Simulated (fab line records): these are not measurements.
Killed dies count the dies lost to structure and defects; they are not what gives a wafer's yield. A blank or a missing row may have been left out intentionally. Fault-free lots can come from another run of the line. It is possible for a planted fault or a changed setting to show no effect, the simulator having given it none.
Which tool did it? | flow sky130 | 42 wafers from 14 lots sampled at 4 of the route's 708 steps

## WHAT EACH GAUGE READ, for each wafer
The record lacks any reading of a measuring or inspecting step that a usual standard deviation could be used to judge.

## EACH LOT AND THE TOOL THAT RAN IT (in order: tool; ch and the chambers of the sampled wafers; start)
lot  | SKY_VIA2_SPUTTER_20          | SKY_VIA2_CVD_21               | SKY_VIA2_CMP_24               | SKY_METAL3_SPUTTER_03
L770 | pvd_sputter-03, day 36 02:02 | cvd_w-01 ch 0,1, day 36 02:06 | cmp-02 ch 1,2,3, day 36 02:25 | pvd_sputter-01, day 36 02:48
L772 | pvd_sputter-01, day 36 19:49 | cvd_w-02 ch 1, day 36 19:53   | cmp-01 ch 0,1, day 36 20:11   | pvd_sputter-04, day 36 20:35
L773 | pvd_sputter-03, day 37 10:18 | cvd_w-01 ch 0,1, day 37 10:22 | cmp-02 ch 1,3, day 37 10:43   | pvd_sputter-04, day 37 11:04
L776 | pvd_sputter-02, day 38 03:50 | cvd_w-02 ch 0,1, day 38 03:54 | cmp-01 ch 0,1,2, day 38 04:13 | -
L775 | pvd_sputter-02, day 38 16:01 | cvd_w-02 ch 0,1, day 38 16:05 | cmp-02 ch 0,1,3, day 38 16:26 | -
L779 | pvd_sputter-03, day 39 09:07 | cvd_w-01 ch 0,1, day 39 09:13 | cmp-01 ch 0,1,3, day 39 09:32 | pvd_sputter-01, day 39 09:52
L780 | pvd_sputter-02, day 39 14:59 | cvd_w-01 ch 0, day 39 15:08   | cmp-01 ch 0,1,3, day 39 15:35 | pvd_sputter-04, day 39 15:53
L783 | pvd_sputter-03, day 40 08:46 | cvd_w-02 ch 1, day 40 08:50   | cmp-02 ch 1,2, day 40 09:08   | pvd_sputter-04, day 40 09:32
L784 | pvd_sputter-02, day 40 19:52 | cvd_w-02 ch 0,1, day 40 19:56 | cmp-01 ch 1,2,3, day 40 20:14 | pvd_sputter-04, day 40 20:38
L786 | pvd_sputter-01, day 41 08:52 | cvd_w-02 ch 0,1, day 41 08:56 | cmp-02 ch 0,3, day 41 09:14   | pvd_sputter-02, day 41 09:38
L787 | pvd_sputter-01, day 41 16:19 | cvd_w-01 ch 0,1, day 41 16:22 | cmp-02 ch 2,3, day 41 16:44   | pvd_sputter-04, day 41 17:04
L788 | pvd_sputter-03, day 41 23:34 | cvd_w-01 ch 0,1, day 41 23:37 | cmp-02 ch 1,2,3, day 41 23:56 | pvd_sputter-02, day 42 00:19
L790 | pvd_sputter-01, day 42 18:14 | cvd_w-01 ch 0,1, day 42 18:17 | cmp-01 ch 1,2,3, day 42 18:39 | pvd_sputter-04, day 42 18:59
L791 | pvd_sputter-03, day 42 20:13 | cvd_w-01 ch 1, day 42 20:16   | cmp-01 ch 0,1,3, day 42 20:41 | pvd_sputter-02, day 42 20:58
- SKY_VIA2_SPUTTER_20: material TiN, target thk 20 nm, time 80 s.
- SKY_VIA2_CVD_21: deposits W, target thk 420 nm, time 126.4 s.
- SKY_VIA2_CMP_24: polishes, stops on SiO2, t overpolish 20 s, target thk 0 nm.
- SKY_METAL3_SPUTTER_03: material Ti, target thk 5 nm, time 3.3 s.

## WHAT THE TOOLS THEMSELVES READ (means of the sampled wafers that have a number; where no wafer has one, the mark that the record gives instead)
SKY_VIA2_SPUTTER_20. Usual: cathode_dc_power_W 4000.0 W, standard deviation 0.66; chamber_pressure_pa 5.000 Pa, standard deviation 0.01; throttle_valve_pct 30.1 %, standard deviation 0.85.
lot  | tool           | cathode_dc_power_W (W) | chamber_pressure_pa (Pa) | throttle_valve_pct (%) | flag
L770 | pvd_sputter-03 | 3999.4                 | 4.993                    | 30.4                   |
L772 | pvd_sputter-01 | 4000.1                 | 4.997                    | 29.3                   |
L773 | pvd_sputter-03 | 4000.1                 | 5.002                    | 30.7                   |
L776 | pvd_sputter-02 | -                      | -                        | -                      | OFF
L775 | pvd_sputter-02 | -                      | -                        | -                      | OFF
L779 | pvd_sputter-03 | 3999.7                 | 5.002                    | 30.7                   |
L780 | pvd_sputter-02 | 4000.6                 | 5.001                    | 30.3                   |
L783 | pvd_sputter-03 | 4000.1                 | 5.006                    | 30.3                   |
L784 | pvd_sputter-02 | 3999.5                 | 5.001                    | 29.7                   |
L786 | pvd_sputter-01 | 4000.2                 | 5.004                    | 30.2                   |
L787 | pvd_sputter-01 | 3999.6                 | 4.991                    | 28.5                   |
L788 | pvd_sputter-03 | 3999.9                 | 5.002                    | 30.2                   |
L790 | pvd_sputter-01 | 3999.9                 | 5.001                    | 29.0                   |
L791 | pvd_sputter-03 | 4000.3                 | 5.002                    | 30.3                   |

SKY_VIA2_CVD_21. Usual: chamber_pressure_Torr 39.99 Torr, standard deviation 0.082; heater_power_w 829 W, standard deviation 33.
lot  | tool     | chamber_pressure_Torr (Torr) | heater_power_w (W) | flag
L770 | cvd_w-01 | 39.95                        | 839                |
L772 | cvd_w-02 | 39.96                        | 782                |
L773 | cvd_w-01 | 39.99                        | 871                |
L776 | cvd_w-02 | 40.02                        | 803                |
L775 | cvd_w-02 | 39.99                        | 815                |
L779 | cvd_w-01 | 40.08                        | 833                |
L780 | cvd_w-01 | 40.08                        | 867                |
L783 | cvd_w-02 | 40.01                        | 800                |
L784 | cvd_w-02 | 40.00                        | 809                |
L786 | cvd_w-02 | 39.91                        | 811                |
L787 | cvd_w-01 | 39.98                        | 830                |
L788 | cvd_w-01 | 39.95                        | 838                |
L790 | cvd_w-01 | 40.04                        | 856                |
L791 | cvd_w-01 | 40.02                        | 801                |

SKY_VIA2_CMP_24. Usual: motor_current_A reads 10.7 A (standard deviation 1.2).
lot  | tool   | motor_current_A (A) | flag
L770 | cmp-02 | 10.3                |
L772 | cmp-01 | 11.5                |
L773 | cmp-02 | 10.8                |
L776 | cmp-01 | 10.8                |
L775 | cmp-02 | 10.9                |
L779 | cmp-01 | 11.5                |
L780 | cmp-01 | 11.6                |
L783 | cmp-02 | 9.8                 |
L784 | cmp-01 | 11.4                |
L786 | cmp-02 | 10.0                |
L787 | cmp-02 | 9.8                 |
L788 | cmp-02 | 10.4                |
L790 | cmp-01 | 11.8                |
L791 | cmp-01 | 11.8                |

SKY_METAL3_SPUTTER_03. Usual: cathode_dc_power_W 3000.0 W, standard deviation 0.55; chamber_pressure_pa 0.4000 Pa, standard deviation 0.00079; throttle_valve_pct 30.2 %, standard deviation 0.8.
lot  | tool           | cathode_dc_power_W (W) | chamber_pressure_pa (Pa) | throttle_valve_pct (%) | flag
L770 | pvd_sputter-01 | 3000.4                 | 0.4000                   | 30.2                   |
L772 | pvd_sputter-04 | 2999.9                 | 0.3996                   | 30.2                   |
L773 | pvd_sputter-04 | 3000.0                 | 0.3993                   | 30.9                   |
L779 | pvd_sputter-01 | 2999.5                 | 0.3998                   | 29.8                   |
L780 | pvd_sputter-04 | 2999.9                 | 0.4001                   | 30.5                   |
L783 | pvd_sputter-04 | 3000.2                 | 0.3997                   | 30.3                   |
L784 | pvd_sputter-04 | 2999.5                 | 0.4002                   | 30.3                   |
L786 | pvd_sputter-02 | 3000.0                 | 0.3998                   | 29.4                   |
L787 | pvd_sputter-04 | 2999.7                 | 0.3998                   | 30.9                   |
L788 | pvd_sputter-02 | 3000.1                 | 0.4003                   | 29.1                   |
L790 | pvd_sputter-04 | 3000.1                 | 0.3996                   | 30.9                   |
L791 | pvd_sputter-02 | 3000.1                 | 0.4005                   | 29.1                   |

## THE ANSWER, worked out from the rows above alone
Rule: a lot counts as off when the mean over its wafers that have a number is more than 3 standard deviations away from the usual mean. A lot without any number at a reading at which 4 lots or more have one is off too. Any other lot the step has rows for is counted as sound. After the gauges, taken in route order, come the tools' own readings; for these a lot's mean is taken, as printed above. The first step at which some lot is off is used, and at that step the reading that is off furthest; a lot without a number counts as furthest.
Off: L776, L775 (SKY_VIA2_SPUTTER_20, cathode_dc_power_W). Without a number there: L776, L775.
A tool fits if, at that step or a process step before it, it ran every lot that is off, and no sound lot after the first of them. None of those tried fits.

## WHAT THE SIMULATOR PUT IN
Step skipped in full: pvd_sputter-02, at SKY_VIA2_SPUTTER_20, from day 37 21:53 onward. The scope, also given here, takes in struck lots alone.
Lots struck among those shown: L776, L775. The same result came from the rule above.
